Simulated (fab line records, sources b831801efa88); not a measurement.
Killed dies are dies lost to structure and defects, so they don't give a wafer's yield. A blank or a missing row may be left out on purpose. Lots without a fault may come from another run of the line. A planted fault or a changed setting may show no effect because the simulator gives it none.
fab line records | flow gf180mcu | part 1 of 2: steps 1 to 26 of 38
record lots=5 wafers=15 last_day=34
route steps=602 shown CONTACT@293 M1@315
lots that met no fault: from a run of the same line without faults
start_h: hours from the record's first day to the start of the lot's first wafer shown | wait_h: hours since the lot's step before | " the same as in the row above | L1.1+2: a row that stands for several wafers | - no value, or no start given | * or withheld: withheld | < > ~ a bound
route shown NAME@n: a module of which the file shows steps, and the number in the route of the first | usual: mean/standard deviation of fault-free wafers | same: alike in all rows | chamber/n: place in a boat | sites: the reading at each site | _std_site: their standard deviation | _edge_site: outer sites' mean less inner sites' | radius_mm: how far each site lies from the wafer's centre | mask NAME#n: copy n | behind: the tool/chamber that last shaped the wafer | hold: why the lot was held/for how many hours/how that ended | device: the transistor (n, p or np) that didn't switch | end of line: the same wafers' tests at the end of the route | a step without rows: its recipe alone | killed: dies lost to structure and defects at the first sort, not the wafer's yield | map: a wafer's dies, x killed, . not, _ none there
set.NAME: the setting as run; set.NAME@STEP: as run at that earlier step | model.NAME: the simulator's own value behind a step, which no gauge read
lots at some steps of the route; a table a step, a row a wafer
services: from which hour (start_h, from the record's first day; less than 0 if before it) a tool's chamber was out of use, for how many hours, and why
## steps
# step GF_CONTACT_DEHYDRATE_06
# recipe temp_c=200 time_s=60
# usual plate_temp_C=200.02/0.17
# columns lot.wafer tool chamber start_h wait_h plate_temp_C
L077.3 litho_track-02 0 362.63 10.2 199.88
L077.4 " 0 " " 200.14
L077.6 " 0 " " 200.14
L084.1 litho_track-02 0 415.68 11.5 199.84
L084.4 " 0 " " 199.91
L084.5 " 0 " " 199.95
L094.2 litho_track-01 0 509.06 10.3 199.76
L094.3 " 0 " " 199.90
L094.4 " 0 " " 200.03
L095.1 litho_track-01 0 515.23 10.2 199.91
L095.5 " 0 " " 199.81
L095.6 " 0 " " 199.74
L097.1 litho_track-02 0 531.43 10.6 200.32
L097.2 " 0 " " 200.12
L097.5 " 0 " " 200.17
# step GF_CONTACT_HMDS_07
# recipe prime_time_s=60 prime_temp_c=120
# columns lot.wafer tool chamber start_h wait_h
L077.3+4+6 litho_track-02 0 362.78 0.1
L084.1+4+5 litho_track-02 0 415.83 0.1
L094.2+3+4 litho_track-01 0 509.21 0.1
L095.1+5+6 litho_track-01 0 515.38 0.1
L097.1+2+5 litho_track-02 0 531.58 0.1
# step GF_CONTACT_COAT_08
# recipe resist=BARC temp_c=withheld time_s=withheld spin_rpm=withheld resist_thk_nm=withheld
# columns lot.wafer tool chamber start_h wait_h
L077.3+4+6 litho_track-02 0 362.93 0.1
L084.1+4+5 litho_track-02 0 415.98 0.1
L094.2+3+4 litho_track-01 0 509.36 0.1
L095.1+5+6 litho_track-01 0 515.53 0.1
L097.1+2+5 litho_track-02 0 531.73 0.1
# step GF_CONTACT_COAT_09
# recipe resist=KrF spin_rpm=withheld resist_thk_nm=1000
# columns lot.wafer tool chamber start_h wait_h
L077.3+4+6 litho_track-02 0 - -
L084.1+4+5 litho_track-02 0 - -
L094.2+3+4 litho_track-01 0 - -
L095.1+5+6 litho_track-01 0 - -
L097.1+2+5 litho_track-02 0 - -
# step GF_CONTACT_SOFTBAKE_10
# recipe temp_c=130 time_s=60 resist=KrF
# usual plate_temp_C=129.97/0.14
# columns lot.wafer tool chamber start_h wait_h plate_temp_C
L077.3 litho_track-02 0 - - 130.20
L077.4 " 0 " " 130.06
L077.6 " 0 " " 130.02
L084.1 litho_track-02 0 - - 130.09
L084.4 " 0 " " 130.06
L084.5 " 0 " " 129.86
L094.2 litho_track-01 0 - - 130.00
L094.3 " 0 " " 130.22
L094.4 " 0 " " 129.89
L095.1 litho_track-01 0 - - 129.98
L095.5 " 0 " " 129.88
L095.6 " 0 " " 129.89
L097.1 litho_track-02 0 - - 129.63
L097.2 " 0 " " 129.97
L097.5 " 0 " " 130.05
# step GF_CONTACT_EXPOSE_11
# recipe mask_id=Contact target_cd_nm=220 na=0.68 source_shape=conventional sigma_outer=0.6 dose_mj=38
# columns lot.wafer tool chamber start_h wait_h mask
L077.3+4+6 krf_scanner-02 0 - - Contact#0
L084.1+4+5 krf_scanner-02 0 - - Contact#0
L094.2+3+4 krf_scanner-01 0 - - Contact#0
L095.1+5+6 krf_scanner-01 0 - - Contact#0
L097.1+2+5 krf_scanner-01 0 - - Contact#0
# step GF_CONTACT_PEB_12
# recipe peb_temp_c=135 peb_time_s=90 resist=KrF
# usual plate_temp_C=135.01/0.15
# columns lot.wafer tool chamber start_h wait_h plate_temp_C
L077.3 litho_track-02 0 - - 134.93
L077.4 " 0 " " 134.86
L077.6 " 0 " " 134.96
L084.1 litho_track-03 0 - - 134.92
L084.4 " 0 " " 134.98
L084.5 " 0 " " 135.12
L094.2 litho_track-03 0 - - 134.97
L094.3 " 0 " " 135.10
L094.4 " 0 " " 134.84
L095.1 litho_track-01 0 - - 134.90
L095.5 " 0 " " 134.95
L095.6 " 0 " " 134.99
L097.1 litho_track-03 0 - - 135.00
L097.2 " 0 " " 135.15
L097.5 " 0 " " 135.08
# step GF_CONTACT_DEVELOP_13
# recipe develop_time_s=60 resist=KrF dev_temp_c=21
# same develop_time_s=60
# columns lot.wafer tool chamber start_h wait_h
L077.3+4+6 litho_track-02 0 375.58 0.1
L084.1+4+5 litho_track-03 0 429.28 0.2
L094.2+3+4 litho_track-03 0 521.16 0.2
L095.1+5+6 litho_track-01 0 527.58 0.2
L097.1+2+5 litho_track-03 0 542.88 0.2
# step GF_CONTACT_CD_MEAS_14
# recipe target_cd_nm=220
# usual cd_nm=219.6/1.9
# columns lot.wafer tool chamber start_h wait_h cd_nm
L077.3 cd_sem-01 - 375.72 0.1 218.4
L077.4 " - " " 217.3
L077.6 " - " " 218.7
L084.1 cd_sem-02 - 429.43 0.1 222.0
L084.4 " - " " 222.4
L084.5 " - " " 220.9
L094.2 cd_sem-01 - 521.30 0.1 219.6
L094.3 " - " " 219.4
L094.4 " - " " 220.6
L095.1 cd_sem-01 - 527.73 0.1 221.6
L095.5 " - " " 221.9
L095.6 " - " " 220.1
L097.1 cd_sem-01 - 543.03 0.1 218.8
L097.2 " - " " 219.2
L097.5 " - " " 220.2
# step GF_CONTACT_OVL_MEAS_15
# usual CONTACT_OVL=2/6.2
# columns lot.wafer tool chamber start_h wait_h CONTACT_OVL[nm]
L077.3 overlay-02 - 375.81 0.1 1
L077.4 " - " " 0
L077.6 " - " " 6
L084.1 overlay-01 - 429.55 0.1 11
L084.4 " - " " 9
L084.5 " - " " 12
L094.2 overlay-01 - 521.41 0.1 3
L094.3 " - " " -8
L094.4 " - " " -3
L095.1 overlay-02 - 527.85 0.1 0
L095.5 " - " " 2
L095.6 " - " " 5
L097.1 overlay-01 - 543.15 0.1 -15
L097.2 " - " " -1
L097.5 " - " " -7
# step GF_CONTACT_ETCH_16
# recipe chemistry=N2/H2 target_depth_a=withheld overetch_a=withheld time_s=withheld target=BARC ion_energy_ev=200 source_w=500 bias_w=100 pressure_mtorr=30 n2_flow_sccm=100 h2_flow_sccm=200
# usual drypump_motor_current_A=5.8/0.41 n2_flow_sccm=100.0/0.31 oes_product_au=0.857/0.0047 throttle_valve_pct=13.225/0.009
# columns lot.wafer tool chamber start_h wait_h drypump_motor_current_A n2_flow_sccm oes_product_au throttle_valve_pct
L077.3 rie_diel-04 1 375.86 0.0 6.0 99.6 0.857 13.228
L077.4 " 3 " " 5.6 99.8 0.865 13.221
L077.6 " 3 " " 5.6 99.8 0.859 13.246
L084.1 rie_diel-03 1 429.59 0.0 5.7 99.8 0.856 13.244
L084.4 " 0 " " 5.3 100.2 0.857 13.232
L084.5 " 0 " " 5.3 100.0 0.855 13.219
L094.2 rie_diel-03 3 521.44 0.0 5.8 99.7 0.864 13.203
L094.3 " 0 " " 5.3 100.4 0.859 13.224
L094.4 " 3 " " 5.8 99.5 0.853 13.225
L095.1 rie_diel-03 1 527.89 0.0 5.7 99.8 0.857 13.213
L095.5 " 2 " " 6.4 100.0 0.868 13.216
L095.6 " 3 " " 5.8 100.4 0.859 13.231
L097.1 rie_diel-03 2 543.19 0.0 6.4 99.9 0.853 13.236
L097.2 " 3 " " 5.8 100.2 0.853 13.236
L097.5 " 0 " " 5.3 100.4 0.854 13.220
# step GF_CONTACT_ETCH_17
# recipe chemistry=C4F8/O2/Ar mask_material=KrF target=SiO2 stop_on=CoSi2 source_w=1500 bias_w=1200 pressure_mtorr=40 c4f8_flow_sccm=withheld O2_flow_sccm=6 Ar_flow_sccm=300 time_s=withheld target_depth_a=8600
# usual oes_product_au=0.816/0.0049
# columns lot.wafer tool chamber start_h wait_h oes_product_au
L077.3 rie_diel-04 1 - - 0.817
L077.4 " 3 " " 0.812
L077.6 " 3 " " 0.818
L084.1 rie_diel-03 1 - - 0.818
L084.4 " 0 " " 0.817
L084.5 " 0 " " 0.807
L094.2 rie_diel-03 3 - - 0.822
L094.3 " 0 " " 0.820
L094.4 " 3 " " 0.823
L095.1 rie_diel-03 1 - - 0.807
L095.5 " 2 " " 0.823
L095.6 " 3 " " 0.824
L097.1 rie_diel-03 2 - - 0.811
L097.2 " 3 " " 0.816
L097.5 " 0 " " 0.815
# step GF_CONTACT_STRIP_18
# recipe chemistry=O2/N2 power_w=1400 pressure_mtorr=1500 platen_temp_c=250 o2_flow_sccm=3000 n2_flow_sccm=300 overash_fraction=0.5
# usual drypump_motor_current_A=5.7/0.46 heater_power_w=327/35 n2_flow_sccm=300.1/0.86 oes_product_au=0.580/0.0052
# columns lot.wafer tool chamber start_h wait_h drypump_motor_current_A heater_power_w n2_flow_sccm oes_product_au rf_hours_counter_h
L077.3 plasma_asher-04 0 376.11 - 6.1 334 300.8 0.583 -
L077.4 " 1 " " 6.0 335 299.4 0.580 -
L077.6 " 0 " " 6.0 325 300.7 0.578 -
L084.1 plasma_asher-01 0 429.78 - 5.2 318 299.7 0.585 66
L084.4 " 1 " " 5.0 293 299.2 0.580 -
L084.5 " 1 " " 5.0 293 301.0 0.580 -
L094.2 plasma_asher-04 0 521.60 - 6.0 319 300.6 0.577 10
L094.3 " 1 " " 6.0 331 298.3 0.587 -
L094.4 " 0 " " 6.0 321 299.9 0.579 -
L095.1 plasma_asher-04 1 528.05 - 5.9 323 301.3 0.587 11
L095.5 " 1 " " 5.9 327 300.2 0.573 -
L095.6 " 0 " " 6.0 326 299.9 0.579 -
L097.1 plasma_asher-04 1 543.35 - 5.9 323 301.5 0.575 13
L097.2 " 0 " " 6.0 322 302.1 0.577 13
L097.5 " 1 " " 6.0 321 300.1 0.576 -
# step GF_CONTACT_CLEAN_19
# recipe chemistry=SPM
# columns lot.wafer tool chamber start_h wait_h
L077.3+4+6 wet_bench-04 0 376.18 0.0
L084.1+4+5 wet_bench-02 3 429.89 0.1
L094.2+3+4 wet_bench-01 1 521.70 0.1
L095.1+5+6 wet_bench-02 3 528.15 0.1
L097.1+2+5 wet_bench-04 0 543.45 0.1
# step GF_CONTACT_CLEAN_20
# recipe chemistry=DIW
# columns lot.wafer tool chamber start_h wait_h
L077.3+4+6 wet_bench-01 3 376.28 0.0
L084.1+4+5 wet_bench-01 0 429.99 0.0
L094.2+3+4 wet_bench-02 2 521.79 0.0
L095.1+5+6 wet_bench-01 3 528.24 0.0
L097.1+2+5 wet_bench-01 1 543.55 0.0
# step GF_CONTACT_CLEAN_21
# recipe chemistry=dHF time_s=20 dilution=100:1 dry=ipa_marangoni
# columns lot.wafer tool chamber start_h wait_h
L077.3+4+6 wet_bench-02 3 376.37 0.0
L084.1+4+5 wet_bench-04 0 430.08 0.0
L094.2+3+4 wet_bench-04 0 521.88 0.0
L095.1+5+6 wet_bench-04 1 528.34 0.0
L097.1+2+5 wet_bench-04 0 543.64 0.0
# step GF_CONTACT_SPUTTER_22
# recipe material=Ti target_thk_nm=15 chamber_pressure_pa=5 power_w=2500 substrate_temp_c=200 time_s=80.02
# usual chamber_pressure_pa=5.001/0.01 throttle_valve_pct=30.6/1.1
# columns lot.wafer tool chamber start_h wait_h chamber_pressure_pa throttle_valve_pct
L077.3 pvd_sputter-03 - 376.39 0.0 5.020 31.0
L077.4 " - " " 4.996 32.4
L077.6 " - " " 4.987 28.6
L084.1 pvd_sputter-02 - 430.09 0.0 4.997 29.6
L084.4 " - " " 4.993 30.3
L084.5 " - " " 5.016 29.6
L094.2 pvd_sputter-01 - 521.90 0.0 4.997 30.6
L094.3 " - " " 5.006 31.6
L094.4 " - " " 4.997 31.6
L095.1 pvd_sputter-03 - 528.35 0.0 5.001 30.6
L095.5 " - " " 5.000 31.3
L095.6 " - " " 5.014 30.8
L097.1 pvd_sputter-01 - 543.66 0.0 4.992 31.6
L097.2 " - " " 5.016 31.4
L097.5 " - " " 4.996 31.5
# step GF_CONTACT_SPUTTER_23
# recipe material=TiN target_thk_nm=10 chamber_pressure_pa=5 power_w=4000 time_s=40
# usual chamber_pressure_pa=4.999/0.0092 throttle_valve_pct=30.6/1.1
# columns lot.wafer tool chamber start_h wait_h chamber_pressure_pa throttle_valve_pct
L077.3 pvd_sputter-03 - 376.45 0.0 5.002 31.3
L077.4 " - " " 5.012 32.4
L077.6 " - " " 5.012 28.6
L084.1 pvd_sputter-02 - 430.15 0.0 5.013 29.3
L084.4 " - " " 5.011 30.2
L084.5 " - " " 4.999 29.7
L094.2 pvd_sputter-01 - 521.96 0.0 5.012 30.7
L094.3 " - " " 5.010 31.5
L094.4 " - " " 4.985 31.6
L095.1 pvd_sputter-03 - 528.41 0.0 4.991 30.7
L095.5 " - " " 4.978 31.0
L095.6 " - " " 5.004 30.9
L097.1 pvd_sputter-01 - 543.72 0.0 5.006 31.7
L097.2 " - " " 4.995 31.3
L097.5 " - " " 5.006 31.5
# step GF_CONTACT_CVD_24
# recipe material=W target_thk_nm=300 time_s=90.339 temp_c=400 pressure_torr=40
# usual heater_power_w=899/88
# columns lot.wafer tool chamber start_h wait_h heater_power_w
L077.3 cvd_w-01 1 376.52 0.1 823
L077.4 " 0 " " 1014
L077.6 " 1 " " 808
L084.1 cvd_w-01 0 430.19 0.0 1027
L084.4 " 1 " " 813
L084.5 " 1 " " 801
L094.2 cvd_w-02 1 522.00 0.0 798
L094.3 " 1 " " 812
L094.4 " 0 " " 896
L095.1 cvd_w-02 1 528.45 0.0 771
L095.5 " 0 " " 901
L095.6 " 1 " " 816
L097.1 cvd_w-01 1 543.76 0.0 820
L097.2 " 0 " " 1016
L097.5 " 1 " " 814
# step GF_CONTACT_RS_MEAS_25
# recipe thk_meas_gauge=four-point-probe reads=W_of_CONTACT_CVD_24+TiN_of_CONTACT_SPUTTER_23+Ti_of_CONTACT_SPUTTER_22
# usual CONTACT_W_RS=0.378/0.0044
# columns lot.wafer tool chamber start_h wait_h CONTACT_W_RS[ohm/sq]
L077.3 film_metro-02 - 376.63 0.1 0.374
L077.4 " - " " 0.375
L077.6 " - " " 0.377
L084.1 film_metro-02 - 430.29 0.1 0.369
L084.4 " - " " 0.372
L084.5 " - " " 0.375
L094.2 film_metro-01 - 522.12 0.1 0.380
L094.3 " - " " 0.376
L094.4 " - " " 0.385
L095.1 film_metro-01 - 528.55 0.1 0.386
L095.5 " - " " 0.386
L095.6 " - " " 0.387
L097.1 film_metro-03 - 543.86 0.1 0.372
L097.2 " - " " 0.376
L097.5 " - " " 0.370
# step GF_CONTACT_THK_MEAS_26
# recipe thk_meas_gauge=xrf reads=W_of_CONTACT_CVD_24
# usual CONTACT_W_THK=301/4.7
# columns lot.wafer tool chamber start_h wait_h CONTACT_W_THK[nm]
L077.3 film_metro-02 - 376.73 0.1 308
L077.4 " - " " 307
L077.6 " - " " 306
L084.1 film_metro-02 - 430.41 0.1 313
L084.4 " - " " 310
L084.5 " - " " 308
L094.2 film_metro-01 - 522.23 0.1 295
L094.3 " - " " 299
L094.4 " - " " 293
L095.1 film_metro-01 - 528.67 0.1 291
L095.5 " - " " 290
L095.6 " - " " 292
L097.1 film_metro-03 - 543.98 0.1 305
L097.2 " - " " 303
L097.5 " - " " 308
# step GF_CONTACT_CMP_27
# recipe stop_on=SiO2 down_force_psi=3.5 platen_rpm=60 t_overpolish_s=15 target_thk_nm=0 pad_velocity_m_s=0.94248
# usual motor_current_A=11.4/1 overpolish_run_s=15.001/0.0088 platen_rpm=60.00/0.041 slurry_flow_ml_min=150.0/0.5 time_to_endpoint_s=72/3.9
# columns lot.wafer tool chamber start_h wait_h motor_current_A overpolish_run_s platen_rpm slurry_flow_ml_min time_to_endpoint_s
L077.4 cmp-02 1 376.77 0.0 11.6 14.998 59.96 150.2 74
L077.3 " 0 " " 10.9 14.993 60.04 150.4 76
L077.6 " 1 " " 12.2 14.990 60.00 150.2 71
L084.1 cmp-02 2 430.47 0.1 10.6 14.997 59.98 149.7 71
L084.4 " 0 " " 11.0 14.989 59.97 150.3 76
L084.5 " 3 " " 13.3 15.014 60.03 150.2 70
L094.2 cmp-02 3 522.28 0.0 12.6 14.989 59.94 149.3 69
L094.4 " 0 " " 11.2 15.008 60.00 150.5 73
L094.3 " 2 " " 11.1 15.001 60.03 149.6 72
L095.1 cmp-01 3 528.78 0.1 10.3 15.000 60.03 149.8 77
L095.5 " 2 " " 10.1 15.001 59.97 150.4 72
L095.6 " 3 " " 10.5 15.001 60.03 149.0 76
L097.1 cmp-01 0 544.04 0.1 11.3 15.008 59.98 149.6 76
L097.2 " 3 " " 10.1 14.987 60.01 150.2 84
L097.5 " 1 " " 12.4 14.989 59.98 149.7 74
# step GF_M1_SPUTTER_00
# recipe material=Ti target_thk_nm=37.5 arriving_ion_energy_ev=80 substrate_temp_c=200 chamber_pressure_pa=2 power_w=4000 time_s=150
# usual chamber_pressure_pa=2.000/0.0039 throttle_valve_pct=30.9/1.1
# columns lot.wafer tool chamber start_h wait_h chamber_pressure_pa throttle_valve_pct
L077.3 pvd_sputter-04 - 377.07 0.1 2.005 29.1
L077.4 " - " " 2.003 30.7
L077.6 " - " " 2.009 28.9
L084.1 pvd_sputter-04 - 430.77 0.2 1.996 30.7
L084.4 " - " " 1.998 32.4
L084.5 " - " " 1.995 30.6
L094.2 pvd_sputter-03 - 522.58 0.2 1.997 30.9
L094.3 " - " " 1.991 28.4
L094.4 " - " " 2.003 31.3
L095.1 pvd_sputter-01 - 529.03 0.2 2.000 31.9
L095.5 " - " " 2.003 31.1
L095.6 " - " " 2.008 31.7
L097.1 pvd_sputter-03 - 544.34 0.2 1.991 28.6
L097.2 " - " " 2.000 31.1
L097.5 " - " " 1.997 28.5
# step GF_M1_SPUTTER_01
# recipe material=TiN target_thk_nm=30 power_w=6500 time_s=25 chamber_pressure_pa=0.4
# usual chamber_pressure_pa=0.4000/0.00077 throttle_valve_pct=30.9/1.1
# columns lot.wafer tool chamber start_h wait_h chamber_pressure_pa throttle_valve_pct
L077.3 pvd_sputter-04 - 377.17 0.1 0.4012 28.9
L077.4 " - " " 0.3996 30.3
L077.6 " - " " 0.4011 29.0
L084.1 pvd_sputter-04 - 430.87 0.1 0.3996 30.9
L084.4 " - " " 0.3983 32.5
L084.5 " - " " 0.3999 30.6
L094.2 pvd_sputter-03 - 522.68 0.1 0.3990 30.9
L094.3 " - " " 0.4002 28.4
L094.4 " - " " 0.3988 31.3
L095.1 pvd_sputter-01 - 529.13 0.1 0.4005 31.5
L095.5 " - " " 0.4008 31.5
L095.6 " - " " 0.3992 31.4
L097.1 pvd_sputter-03 - 544.44 0.1 0.3995 28.5
L097.2 " - " " 0.3995 31.2
L097.5 " - " " 0.3984 28.6
# step GF_M1_SPUTTER_02
# recipe material=AlCu target_thk_nm=450 power_w=10600 time_s=23.9 chamber_pressure_pa=0.4
# usual chamber_pressure_pa=0.3999/0.00077 throttle_valve_pct=30.9/1.1
# columns lot.wafer tool chamber start_h wait_h chamber_pressure_pa throttle_valve_pct
L077.3 pvd_sputter-04 - 377.20 0.0 0.3993 28.8
L077.4 " - " " 0.4016 30.4
L077.6 " - " " 0.4003 28.8
L084.1 pvd_sputter-04 - 430.90 0.0 0.4005 31.2
L084.4 " - " " 0.3988 32.2
L084.5 " - " " 0.3997 30.4
L094.2 pvd_sputter-03 - 522.71 0.0 0.4008 30.8
L094.3 " - " " 0.3999 28.7
L094.4 " - " " 0.3992 31.5
L095.1 pvd_sputter-01 - 529.16 0.0 0.4008 31.3
L095.5 " - " " 0.3996 31.2
L095.6 " - " " 0.4001 31.5
L097.1 pvd_sputter-03 - 544.47 0.0 0.3987 28.5
L097.2 " - " " 0.4010 31.4
L097.5 " - " " 0.3985 28.6
# step GF_M1_SPUTTER_03
# recipe material=Ti target_thk_nm=10 substrate_temp_c=300 chamber_pressure_pa=0.3 power_w=3000 time_s=6.7
# usual chamber_pressure_pa=0.3000/0.00059 throttle_valve_pct=30.9/1.1
# columns lot.wafer tool chamber start_h wait_h chamber_pressure_pa throttle_valve_pct
L077.3 pvd_sputter-04 - 377.23 0.0 0.2999 28.9
L077.4 " - " " 0.2999 30.7
L077.6 " - " " 0.3005 28.8
L084.1 pvd_sputter-04 - 430.93 0.0 0.3008 31.0
L084.4 " - " " 0.2991 32.3
L084.5 " - " " 0.3002 30.7
L094.2 pvd_sputter-03 - 522.74 0.0 0.2998 30.7
L094.3 " - " " 0.3005 28.4
L094.4 " - " " 0.2986 31.4
L095.1 pvd_sputter-01 - 529.19 0.0 0.3003 31.5
L095.5 " - " " 0.2995 31.3
L095.6 " - " " 0.3004 31.7
L097.1 pvd_sputter-03 - 544.50 0.0 0.2999 28.5
L097.2 " - " " 0.2999 31.3
L097.5 " - " " 0.3006 28.8
